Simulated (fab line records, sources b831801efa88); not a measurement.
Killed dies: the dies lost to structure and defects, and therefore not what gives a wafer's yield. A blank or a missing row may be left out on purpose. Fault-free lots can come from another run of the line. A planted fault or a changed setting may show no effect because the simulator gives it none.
One fault through the eyes of 2 desks / flow gf180mcu / what lay behind the numbers comes last; until then each desk has only its own

THE TOOL OWNER'S DESK: krfScanner-01
The tool's own readings at GF_V1_EXPOSE_11 (exposes mask Via1, target cd 260 nm): means of the sampled wafers that have a number, for each lot that ran on this tool. The brackets show how far a lot's mean lies from the usual mean; more than 4 standard deviations puts the lot out of limits, marked OUT.
Columns: A = exposureDoseMJCm2 at GF_V1_EXPOSE_11, usual 38.00
lot=L746; first seen here=day 17 23:49; A=38.00
lot=L747; first seen here=day 19 03:01; A=37.99
lot=L755; first seen here=day 21 16:46; A=36.12 (-52) OUT
lot=L756; first seen here=day 21 17:48; A=36.16 (-51) OUT
This desk finds L755, L756 out of limits, L755 being first, at day 21 16:46 (exposureDoseMJCm2 at GF_V1_EXPOSE_11). L746, L747 stayed within limits.

AT THE METROLOGY DESK
What the gauges read, lot by lot, whatever tool the lot ran on: means of the sampled wafers that have a number. The brackets show how far a lot's mean lies from the usual mean; more than 4 standard deviations puts the lot out of limits, marked OUT.
Columns: A = M1_ALCU_THK at GF_M1_THK_MEAS_06, usual 453 nm; B = cdNm at GF_V1_CD_MEAS_14, usual 259.9 nm
lot=L745; first seen here=day 16 01:27; A=450; B=261.3
lot=L746; first seen here=day 16 11:02; A=458; B=260.1
lot=L747; first seen here=day 17 15:18; A=454; B=259.7
lot=L750; first seen here=day 18 01:58; A=452; B=260.5
lot=L755; first seen here=day 20 02:08; A=449; B=253.4 (-5.9) OUT
lot=L756; first seen here=day 20 05:02; A=455; B=251.9 (-7.3) OUT
lot=L760; first seen here=day 21 15:11; A=447; B=259.1
lot=L763; first seen here=day 23 11:32; A=445; B=258.3
lot=L767; first seen here=day 23 18:28; A=447; B=259.7
lot=L768; first seen here=day 24 14:36; A=461; B=259.4
This desk finds L755, L756 out of limits, L755 being first, at day 22 04:29 (cdNm at GF_V1_CD_MEAS_14). L745, L746, L747, L750, L760, L763, L767, L768 stayed within limits.

PUT TOGETHER
On L755, L756, at day 21 16:46, an alarm was possible from the tool owner's desk.
An alarm was possible from the metrology desk at day 22 04:29, on L755, L756.
On krfScanner-01, each named lot ran GF_V1_EXPOSE_11.

WHAT THE SIMULATOR PUT IN
Process parameter drift: krfScanner-01, from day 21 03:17 on, at GF_V1_EXPOSE_11. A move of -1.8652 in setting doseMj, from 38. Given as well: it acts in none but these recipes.
Lots struck among those shown: L755, L756.
Delay (hours) between the fault's onset and each desk's first out-of-limits reading: 13 at the tool owner's desk, 25 at the metrology desk.
